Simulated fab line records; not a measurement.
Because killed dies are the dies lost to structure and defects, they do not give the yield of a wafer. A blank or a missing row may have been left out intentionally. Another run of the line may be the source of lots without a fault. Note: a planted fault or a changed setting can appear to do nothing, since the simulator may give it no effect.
Problem report, 8D (eight disciplines) form, completed by code + flow sky130 + the parts of the form that need people (team, actions taken, sign-off) are left out

## 1. WHAT IS WRONG
Mean POLY_GATE_CVD_00_THK at SKY_POLY_GATE_THK_MEAS_01: 254.6 nm over 6 wafers in 2 lots; fault-free wafers: 180.3 nm, standard deviation 1.6. Measured from the usual mean, that is +46 standard deviations.
Seen first at day 18 12:44 on film metro-01, wafer L332.3. At this step, 42 wafers from 14 lots have a number in the record. By rule, "out" or "out of limits" means more than 4 standard deviations away from the usual mean. Any other wafer with a number is counted as sound.

## 2. WHAT IT IS, AND WHAT IT ISN'T
| question                    | is                           | is not                                                                          |
|-----------------------------|------------------------------|---------------------------------------------------------------------------------|
| which readings at this step | POLY_GATE_CVD_00_THK         | -                                                                               |
| which lots                  | L332, L333                   | L319, L320, L321, L322, L324, L325, L326, L328, L329, L340, L341, L342          |
| which wafers of those lots  | all that have a number       | -                                                                               |
| read on which gauges        | film metro-01, film metro-02 | film metro-03                                                                   |
| when                        | from day 18 12:44            | up to then (27 sound wafers); but 9 sound wafers of L340, L341, L342 came after |

## 3. SUSPECTS, AND WHAT RULES EACH OUT
Counting: a tool at any process step up to the reading remains a suspect when it ran all the lots that are out and ran no sound lot after the first of those.
- the gauge at SKY_POLY_GATE_THK_MEAS_01 has been ruled out. The wafers that are out were read on 2 gauges (film metro-01, film metro-02).
- lpcvd-01 at SKY_POLY_GATE_CVD_00 (deposits poly-Si, target thk 180 nm, time 720 s): ruled out as a lasting fault. After its first lot that is out, L332 (day 18 11:31), sound lots L340, L341, L342 ran on it.
Left after counting: nothing in the record.

## 4. THE CAUSE (what the simulator had put in)
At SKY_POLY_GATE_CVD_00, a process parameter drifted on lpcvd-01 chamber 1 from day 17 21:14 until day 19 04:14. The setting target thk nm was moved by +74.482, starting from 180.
It was ruled out by counting, in error; the rule expects a fault to strike all lots run on its tool from its start on, and this fault did not.

## 5. THE EFFECT CHAIN, in route order
One row per reading whose mean, taken over the struck wafers that have a number, lies over 3 standard deviations from the usual. Readings are gone through only where the record gives a usual standard deviation; hours: the median, over the lots, of the time from a lot's start at the first step in this table giving one to that lot's start at this step; sigmas: the change measured in usual standard deviations.
| hours | step                      | reading              | usual    | on struck wafers | change | sigmas |
|-------|---------------------------|----------------------|----------|------------------|--------|--------|
| 0     | SKY_POLY_GATE_THK_MEAS_01 | POLY_GATE_CVD_00_THK | 180.3 nm | 254.6            | +74.2  | +46    |

## 6. WHAT WOULD HAVE CAUGHT IT SOONER
Counted from the fault's start at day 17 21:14, it took 15 hours until the first out-of-limits reading at a measuring or inspecting step in this record, taken at day 18 12:44.
Tool readings at SKY_POLY_GATE_CVD_00 with a usual standard deviation given in the record: none out on any struck wafer, hence no alarm at a limit of 4 standard deviations on them.
